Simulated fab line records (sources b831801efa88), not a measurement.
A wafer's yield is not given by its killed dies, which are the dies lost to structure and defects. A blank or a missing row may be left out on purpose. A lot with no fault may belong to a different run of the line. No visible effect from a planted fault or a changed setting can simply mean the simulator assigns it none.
fab line records    flow sky130    part 2 of 2: steps 5 to 6 of 6
record: lots: 23  wafers: 69  last-day: 50
route steps=708 shown FIELD_ISO@17 VT_ADJUST_HVTR@141 RES_PROTECT@214 LDD_HVN@276 POLY_CUT@315 CONTACT@425
lots untouched by any fault: they come from a run of this same line in which no faults occurred
start-h: the number of hours between the record's first day and the start of the first shown wafer of the lot    wait-h: how many hours have passed since the lot's step before this one    " as in the row above    L1.1+2: a single row standing in for several wafers    - no value, or no start was given    * or withheld: withheld    < > ~ a bound
route shown NAME@n: NAME is a module with steps in the file, n the number in the route of the first one    usual: the fault-free wafers' mean and standard deviation    same: alike in all rows    chamber/n: place in a boat    sites: readings site by site    _std_site: the values' standard deviation    _edge_site: mean of outer sites minus mean of inner sites    radius-mm: how far each site lies from the wafer's centre    mask NAME#n: copy n    behind: tool/chamber where the wafer was last shaped    hold: why the lot was held/for how many hours/how that ended    device: names the non-switching transistor (n, p or np)    end of line: tests of these same wafers at the route's end    where a step has no rows: the recipe by itself    killed: the dies lost at the first sort to structure and to defects; this is not the yield of the wafer    map: per-die view of a wafer (x killed, . not killed, _ where there is no die)
set.NAME: the setting that was run; set.NAME@STEP: the one run at that earlier step    model.NAME: the simulator's own value behind a step, which no gauge read
one table for each step of the route and one row for each wafer, over a sample of lots
services: from which hour (start-h, from the record's first day; less than 0 if before it) a tool's chamber was out of use, for how many hours, and why
== steps ==
step: SKY_POLY_CUT_CD_MEAS_08
recipe: target-cd-nm: 270
usual: cd-nm: 270.4/1.6
lot.wafer  tool       chamber  start-h  wait-h  cd-nm
L074.2     cd-sem-02  -        563.12   -       270.7
L074.4     "          -        "        "       270.8
L074.5     "          -        "        "       270.1
L075.1     cd-sem-02  -        569.91   -       268.2
L075.2     "          -        "        "       267.8
L075.6     "          -        "        "       269.3
L076.1     cd-sem-01  -        578.26   -       271.8
L076.3     "          -        "        "       272.6
L076.5     "          -        "        "       271.7
L077.1     cd-sem-01  -        581.76   -       270.1
L077.4     "          -        "        "       271.0
L077.6     "          -        "        "       270.3
L078.2     cd-sem-01  -        598.06   -       269.7
L078.3     "          -        "        "       267.6
L078.4     "          -        "        "       269.7
L079.1     cd-sem-02  -        610.49   -       271.2
L079.3     "          -        "        "       271.3
L079.5     "          -        "        "       271.3
L080.1     cd-sem-02  -        622.61   -       267.1
L080.4     "          -        "        "       267.0
L080.6     "          -        "        "       267.4
L081.1     cd-sem-01  -        632.64   -       269.2
L081.4     "          -        "        "       268.3
L081.6     "          -        "        "       269.3
L082.1     cd-sem-02  -        638.64   -       271.1
L082.2     "          -        "        "       271.6
L082.5     "          -        "        "       272.2
L084.2     cd-sem-01  -        655.01   -       270.0
L084.4     "          -        "        "       270.0
L084.6     "          -        "        "       269.3
L083.2     cd-sem-02  -        657.16   -       272.9
L083.4     "          -        "        "       270.9
L083.6     "          -        "        "       272.6
L085.2     cd-sem-02  -        662.73   -       270.7
L085.4     "          -        "        "       270.7
L085.5     "          -        "        "       270.9
L086.1     cd-sem-01  -        666.61   -       270.8
L086.4     "          -        "        "       271.6
L086.6     "          -        "        "       271.5
L088.1     cd-sem-02  -        674.45   -       269.3
L088.3     "          -        "        "       270.1
L088.4     "          -        "        "       269.7
L089.1     cd-sem-02  -        690.26   -       269.7
L089.2     "          -        "        "       269.9
L089.3     "          -        "        "       270.0
L090.2     cd-sem-01  -        696.67   -       271.2
L090.4     "          -        "        "       272.1
L090.6     "          -        "        "       270.2
L091.1     cd-sem-02  -        702.85   -       272.3
L091.3     "          -        "        "       270.9
L091.6     "          -        "        "       271.6
L092.4     cd-sem-01  -        711.91   -       269.3
L092.5     "          -        "        "       270.1
L092.6     "          -        "        "       268.9
L093.3     cd-sem-01  -        713.94   -       271.4
L093.4     "          -        "        "       272.2
L093.6     "          -        "        "       273.0
L094.1     cd-sem-01  -        719.95   -       266.8
L094.4     "          -        "        "       267.5
L094.5     "          -        "        "       267.0
L095.1     cd-sem-02  -        732.34   -       270.3
L095.4     "          -        "        "       271.4
L095.6     "          -        "        "       271.1
L096.2     cd-sem-02  -        735.82   -       269.2
L096.4     "          -        "        "       270.0
L096.5     "          -        "        "       268.8
L097.1     cd-sem-02  -        744.34   -       268.0
L097.3     "          -        "        "       269.2
L097.6     "          -        "        "       268.1
step: SKY_CONTACT_STRIP_19
recipe: chemistry: O2/N2  power-w: 1400  pressure-mtorr: 1500  platen-temp-c: withheld  o2-flow-sccm: 3000  n2-flow-sccm: 300  overash-fraction: 0.5
usual: drypump-motor-current-A: 5.82/0.26  n2-flow-sccm: 299.9/0.85  oes-product-au: 0.382/0.0051  strip-time-to-endpoint-s: 3.63/0.048
lot.wafer  tool             chamber  start-h  wait-h  drypump-motor-current-A  n2-flow-sccm  oes-product-au  rf-hours-counter-h  strip-time-to-endpoint-s
L074.2     plasma-asher-03  0        738.60   -       5.48                     298.6         0.387           94                  3.73
L074.4     "                0        "        "       5.49                     298.0         0.381           -                   3.61
L074.5     "                0        "        "       5.50                     299.0         0.386           -                   3.61
L075.1     plasma-asher-01  0        744.90   -       5.92                     298.6         0.378           0                   3.56
L075.2     "                1        "        "       5.68                     298.9         0.383           0                   3.63
L075.6     "                0        "        "       5.93                     299.7         0.381           -                   3.55
L076.1     plasma-asher-01  1        752.49   -       5.67                     300.1         0.378           1                   3.56
L076.3     "                0        "        "       5.91                     300.8         0.380           -                   3.64
L076.5     "                0        "        "       5.92                     300.8         0.382           -                   3.61
L077.1     plasma-asher-02  1        756.09   -       6.26                     299.6         0.381           30                  3.60
L077.4     "                0        "        "       5.75                     298.1         0.385           -                   3.57
L077.6     "                1        "        "       6.24                     300.8         0.381           -                   3.61
L078.2     plasma-asher-02  1        771.12   -       6.26                     301.0         0.391           31                  3.60
L078.3     "                0        "        "       5.74                     299.9         0.390           -                   3.72
L078.4     "                1        "        "       6.26                     301.1         0.379           -                   3.64
L079.1     plasma-asher-02  0        783.55   -       5.74                     299.3         0.381           32                  3.72
L079.3     "                0        "        "       5.72                     299.2         0.377           -                   3.66
L079.5     "                1        "        "       6.25                     301.6         0.384           -                   3.64
L080.1     plasma-asher-02  1        793.50   -       6.27                     301.2         0.376           33                  3.61
L080.4     "                1        "        "       6.27                     302.0         0.385           -                   3.72
L080.6     "                1        "        "       6.27                     299.8         0.386           -                   3.68
L081.1     plasma-asher-03  0        802.05   -       5.50                     299.2         0.384           100                 3.61
L081.4     "                0        "        "       5.52                     300.8         0.375           -                   3.59
L081.6     "                0        "        "       5.50                     300.2         0.381           -                   3.58
L082.1     plasma-asher-02  1        810.44   -       6.27                     300.4         0.376           35                  3.62
L082.2     "                0        "        "       5.74                     300.6         0.376           35                  3.64
L082.5     "                0        "        "       5.73                     300.0         0.384           -                   3.64
L084.2     plasma-asher-01  1        823.64   -       5.68                     301.2         0.376           7                   3.62
L084.4     "                0        "        "       5.92                     300.9         0.381           -                   3.68
L084.6     "                0        "        "       5.94                     301.3         0.382           -                   3.67
L083.2     plasma-asher-03  1        825.00   -       5.55                     299.9         0.380           102                 3.60
L083.4     "                0        "        "       5.49                     298.9         0.381           -                   3.57
L083.6     "                0        "        "       5.50                     299.1         0.376           -                   3.60
L085.2     plasma-asher-03  1        831.24   -       5.56                     300.2         0.382           103                 3.70
L085.4     "                1        "        "       5.56                     299.5         0.385           -                   3.63
L085.5     "                1        "        "       5.53                     300.8         0.383           -                   3.67
L086.1     plasma-asher-02  1        835.09   -       6.27                     300.4         0.397           38                  3.63
L086.4     "                0        "        "       5.74                     299.9         0.382           -                   3.71
L086.6     "                0        "        "       5.74                     299.5         0.379           -                   3.61
L088.1     plasma-asher-02  0        841.69   -       5.72                     298.6         0.382           38                  3.65
L088.3     "                1        "        "       6.26                     298.7         0.383           -                   3.59
L088.4     "                0        "        "       5.72                     297.8         0.385           -                   3.60
L089.1     plasma-asher-02  0        856.69   -       5.74                     299.4         0.383           40                  3.66
L089.2     "                1        "        "       6.26                     300.3         0.380           40                  3.63
L089.3     "                1        "        "       6.25                     300.3         0.376           -                   3.60
L090.2     plasma-asher-02  0        863.04   -       5.73                     300.6         0.380           40                  3.61
L090.4     "                0        "        "       5.73                     298.5         0.389           -                   3.63
L090.6     "                0        "        "       5.73                     298.5         0.390           -                   3.74
L091.1     plasma-asher-01  0        868.75   -       5.91                     300.4         0.382           12                  3.61
L091.3     "                0        "        "       5.93                     299.4         0.371           -                   3.57
L091.6     "                1        "        "       5.66                     300.1         0.379           -                   3.61
L092.4     plasma-asher-01  0        875.73   -       5.92                     300.5         0.376           -                   3.57
L092.5     "                0        "        "       5.92                     301.2         0.382           -                   3.60
L092.6     "                1        "        "       5.69                     299.6         0.376           -                   3.63
L093.3     plasma-asher-03  0        877.13   -       5.50                     300.4         0.390           -                   3.60
L093.4     "                1        "        "       5.51                     300.2         0.383           -                   3.59
L093.6     "                0        "        "       5.51                     299.2         0.371           -                   3.58
L094.1     plasma-asher-01  1        882.13   -       5.67                     299.5         0.382           13                  3.69
L094.4     "                0        "        "       5.92                     299.4         0.384           -                   3.62
L094.5     "                0        "        "       5.92                     299.9         0.376           -                   3.65
L095.1     plasma-asher-02  0        897.49   -       5.73                     298.7         0.383           44                  3.55
L095.4     "                1        "        "       6.25                     299.9         0.381           -                   3.51
L095.6     "                0        "        "       5.72                     298.6         0.374           -                   3.53
L096.2     plasma-asher-01  1        897.95   -       5.68                     301.0         0.391           14                  3.75
L096.4     "                0        "        "       5.93                     299.8         0.382           -                   3.59
L096.5     "                0        "        "       5.94                     300.7         0.378           -                   3.58
L097.1     plasma-asher-01  0        907.59   -       5.93                     299.9         0.387           15                  3.68
L097.3     "                1        "        "       5.70                     301.3         0.376           -                   3.61
L097.6     "                0        "        "       5.93                     300.2         0.373           -                   3.52
== services ==
tool             chamber  start-h  hours  kind
plasma-asher-02  -        16.10    0.9    repair
plasma-asher-02  -        21.75    1.2    repair
plasma-asher-03  -        58.60    5.5    repair
plasma-asher-03  -        64.40    0.9    repair
plasma-asher-01  -        85.12    1.2    repair
plasma-asher-04  -        108.75   9.0    pm
plasma-asher-03  -        158.99   2.4    repair
plasma-asher-04  -        245.88   5.9    pm
plasma-asher-03  -        274.88   6.3    repair
plasma-asher-02  -        305.66   4.8    repair
plasma-asher-02  -        421.25   9.0    pm
plasma-asher-02  -        476.85   0.5    repair
plasma-asher-04  -        491.66   2.3    repair
plasma-asher-04  -        502.20   2.8    pm
plasma-asher-02  -        522.21   6.2    repair
plasma-asher-04  -        576.71   5.3    repair
plasma-asher-04  -        581.60   2.7    repair
plasma-asher-04  -        584.80   10.9   repair
plasma-asher-04  -        623.90   10.2   repair
plasma-asher-02  -        729.60   15.6   pm
plasma-asher-02  -        756.63   11.1   repair
plasma-asher-03  -        762.87   4.5    repair
plasma-asher-03  -        782.71   1.7    repair
plasma-asher-03  -        790.51   2.8    pm
